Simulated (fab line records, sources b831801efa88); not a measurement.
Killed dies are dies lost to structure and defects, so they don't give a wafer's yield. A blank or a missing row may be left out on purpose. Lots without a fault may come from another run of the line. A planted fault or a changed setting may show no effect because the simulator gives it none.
Problem report in the 8D (eight disciplines) form, filled by code | flow sky130 | the parts of the form that need people (team, actions taken, sign-off) are left out

1. THE PROBLEM
spin_speed_rpm at SKY_CAPM_COAT_07 reads a mean of 3083.4 rpm on 6 wafers of 2 lots; wafers without a fault read 3000.3 rpm with a standard deviation of 2.1. That is +40 standard deviations from the usual mean.
The step: resist thk 1140 nm.
First seen on wafer L973.4, day 40 21:23, on litho_track-01. The record holds 33 wafers of 11 lots with a number at this step. Rule for "out", or "out of limits": more than 4 standard deviations from the usual mean. The other wafers with a number count as sound.

2. WHAT IT IS AND WHAT IT IS NOT
question                    | is                     | is not
which readings at this step | spin_speed_rpm         | -
which lots                  | L973, L975             | L960, L962, L969, L970, L971, L972, L977, L980, L983
which wafers of those lots  | all that have a number | -
read on which tools         | litho_track-01         | litho_track-02, litho_track-04
when                        | from day 40 21:23      | up to then (18 sound wafers); but 9 sound wafers of L977, L980, L983 came after

3. SUSPECTS, AND WHAT RULES EACH OUT
Counting: a tool at a process step up to the reading stays a suspect if it ran every lot that is out and no sound lot after the first of them.
- pvd_sputter-02 at SKY_VIA2_SPUTTER_20 (material TiN, target thk 20 nm, time 80 s): kept. It ran every lot that is out, first L973 (day 40 08:22), and no sound lot after that; its last sound lot up to then is L971 (day 39 15:07).
- litho_track-01 at SKY_CAPM_COAT_07 (resist thk 1140 nm): kept. It ran every lot that is out, first L973 (day 40 21:23), and no sound lot after that; its last sound lot up to then is L972 (day 40 16:07). Its own readings are out on those wafers: spin_speed_rpm.
Left after counting: pvd_sputter-02 at SKY_VIA2_SPUTTER_20, litho_track-01 at SKY_CAPM_COAT_07.

4. THE CAUSE (what the simulator had put in)
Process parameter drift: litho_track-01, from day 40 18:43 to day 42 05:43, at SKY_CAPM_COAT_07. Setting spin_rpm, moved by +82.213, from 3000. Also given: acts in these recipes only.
Counting left 2 suspects, and this tool is among them.

5. THE CHAIN OF EFFECTS, in route order
Each row: a reading whose mean over the struck wafers that have a number lies more than 3 standard deviations from the usual. Only readings for which the record gives a usual standard deviation are gone through. hours: the time from each lot's start at the first step in this table that gives one to its start at this step, as a median over the lots. sigmas: the change in usual standard deviations.
hours | step              | reading                  | usual      | on struck wafers | change | sigmas
0     | SKY_CAPM_COAT_07  | spin_speed_rpm           | 3000.3 rpm | 3083.4           | +83.1  | +40
12    | SKY_CAPM_STRIP_14 | strip_time_to_endpoint_s | 12.66 s    | 12.49            | -0.17  | -3.3
The process steps in it:
- SKY_CAPM_COAT_07: resist thk 1140 nm.
- SKY_CAPM_STRIP_14: strips in O2/N2.

6. WHAT WOULD HAVE CAUGHT IT SOONER
In this record the first reading out of limits was taken at day 40 21:23, 3 hours after the fault began at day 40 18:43.
